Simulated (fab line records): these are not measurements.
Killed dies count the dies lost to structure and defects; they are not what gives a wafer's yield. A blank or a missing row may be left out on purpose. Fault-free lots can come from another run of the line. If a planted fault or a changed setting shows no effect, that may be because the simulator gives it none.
A struck lot beside a sound one ; flow gf180mcu ; 32 out of 602 route steps
Sound: the wafers L953.1, L953.3, L953.4. Wafers L964.1, L964.4, L964.6 were the ones struck. Last of all comes the cause.
For every step that has rows: the tool of each side, followed by ch and its chambers, followed by its first start. Under that, the readings that differ: sound wafers ; struck wafers ; difference of the means ; sigmas: that difference in standard deviations of wafers without a fault.
alike: readings with means less than 2 such deviations apart, plus words and numbers identical on both sides. not compared: withheld readings, readings lacking a value on some wafer, bounds such as >300 that could conceal the same value, and numbers that have no deviation in the record and whose values overlap.
Wherever a step has rows on one side only, a row that says differs or no value, or a row with sigmas, the two part there. Non-overlapping numbers with no deviation appear without sigmas and do not part them. Lack of a reading on every wafer of one side parts them only where that side has two or more wafers.

GF_HV_LDD_THK_MEAS_57:
  sound on film metro-03 at day 14 17:25; struck on film metro-01 at day 18 02:05
  alike: HV_LDD_CVD_56_THK
GF_HV_LDD_ETCHBACK_58: etches Si3N4 in CH3F/O2, stops on SiO2, time 100 s, target depth 90 nm.
  sound on rie diel-03 ch 0,2,3, day 14 17:28; struck on rie diel-01 ch 1,3, day 18 02:09
  alike: drypump motor current A, oes product au, throttle valve pct
  not compared: rf hours counter h
then, 7 steps without rows for these wafers: GF_NSD_DEHYDRATE_00 (time 60 s); GF_NSD_HMDS_01 (prime time 60 s); GF_NSD_COAT_02 (resist thk 1000 nm); GF_NSD_SOFTBAKE_03 (time 60 s); GF_NSD_EXPOSE_04 (exposes mask Nplus, target cd 400 nm); GF_NSD_PEB_05; GF_NSD_DEVELOP_06 (develop time 60 s).
GF_NSD_CD_MEAS_07: the cd target is 400 nm.
  sound on cd sem-02 at day 15 15:19; struck on cd sem-01 at day 19 01:55
  alike: cd nm
GF_NSD_OVL_MEAS_08:
  sound on overlay-01 at day 15 15:26; struck on overlay-02 at day 19 02:02
  alike: NSD_OVL
after that, 1 step had no rows for these wafers: GF_NSD_IMPLANT_09.
GF_NSD_IMPLANT_10:
  sound on implanter-03 ch 0, day 15 15:38; struck on implanter-03 ch 0, day 19 02:14
reading;sound;struck;difference;sigmas
beam energy keV;40.010 39.991 40.024;38.562 38.571 38.570;-1.441;-99 or more
model.implant.drp nm (nm);21.16 21.16 21.16;20.51 20.51 20.51;-0.65;
GF_NSD_STRIP_11: strips in O2/N2.
  sound on plasma asher-02 ch 0,1, day 15 15:47; struck on plasma asher-02 ch 0, day 19 02:23
  alike: drypump motor current A, heater power w, oes product au, strip time to endpoint s
  not compared: rf hours counter h
GF_NSD_TW_MEAS_12:
  sound on film metro-02 at day 15 15:53; struck on film metro-03 at day 19 02:29
reading;sound;struck;difference;sigmas
NSD_TW;4221 4210 4205;4311 4284 4306;+88;+2
then, 7 steps without rows for these wafers: GF_PSD_DEHYDRATE_00 (time 60 s); GF_PSD_HMDS_01 (prime time 60 s); GF_PSD_COAT_02 (resist thk 1000 nm); GF_PSD_SOFTBAKE_03 (time 60 s); GF_PSD_EXPOSE_04 (exposes mask Pplus, target cd 400 nm); GF_PSD_PEB_05; GF_PSD_DEVELOP_06 (develop time 61.21 s).
GF_PSD_CD_MEAS_07: the cd target is 400 nm.
  sound on cd sem-02 at day 16 14:07; struck on cd sem-01 at day 20 03:02
  alike: cd nm
GF_PSD_OVL_MEAS_08:
  sound on overlay-01 at day 16 14:14; struck on overlay-02 at day 20 03:09
  alike: PSD_OVL
after that, 1 step had no rows for these wafers: GF_PSD_IMPLANT_09.
GF_PSD_STRIP_10: strips in O2/N2.
  sound on plasma asher-01 ch 0,1, day 16 14:25; struck on plasma asher-04 ch 0,1, day 20 03:20
reading;sound;struck;difference;sigmas
strip time to endpoint s (s);16.56 16.63 16.60;16.51 16.46 16.45;-0.12;-3
  alike: drypump motor current A, heater power w, oes product au
  not compared: rf hours counter h
GF_PSD_TW_MEAS_11:
  sound on film metro-04 at day 16 14:31; struck on film metro-04 at day 20 03:26
  alike: PSD_TW
then, 1 step without rows for these wafers: GF_PSD_CLEAN_12 (cleans in SC1/SC2, time 150 s).
GF_PSD_RTA_13: time 20 s.
  sound on rtp anneal-02 ch 0, day 16 14:38; struck on rtp anneal-01 ch 0, day 20 03:32
reading;sound;struck;difference;sigmas
lamp power pct (%);37.6 37.5 37.5;39.1 39.1 39.1;+1.6;+2
  alike: chamber o2 ppm, wafer_temp_C_max
GF_PSD_RS_MEAS_14: the measuring method here is four-point-probe.
  sound on film metro-02 at day 16 14:43; struck on film metro-04 at day 20 03:38
reading;sound;struck;difference;sigmas
NSD_RS (ohm/sq);46.11 46.20 46.26;46.67 46.61 46.61;+0.44;+4
GF_PSD_RS_MEAS_15: the measuring method here is four-point-probe.
  sound on film metro-02 at day 16 14:50; struck on film metro-04 at day 20 03:45
  alike: PSD_RS
-- the record jumps here: 14 days lie between the struck wafers' starts before and after (it left off in module PSD and takes up again in module PASSIVATION, whose first step shown is number 602 of the route) --
GF_PASSIVATION_PROBE_99:
  rows exist in the record for the struck wafers here (prober-02, day 33 16:24), but not for the sound ones

WHERE THEY PART
First at GF_NSD_IMPLANT_10; last, within this record, at GF_PASSIVATION_PROBE_99.

WHY: what the simulator had put in
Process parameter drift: implanter-03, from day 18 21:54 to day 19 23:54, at GF_NSD_IMPLANT_10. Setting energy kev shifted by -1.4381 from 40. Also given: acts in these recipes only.
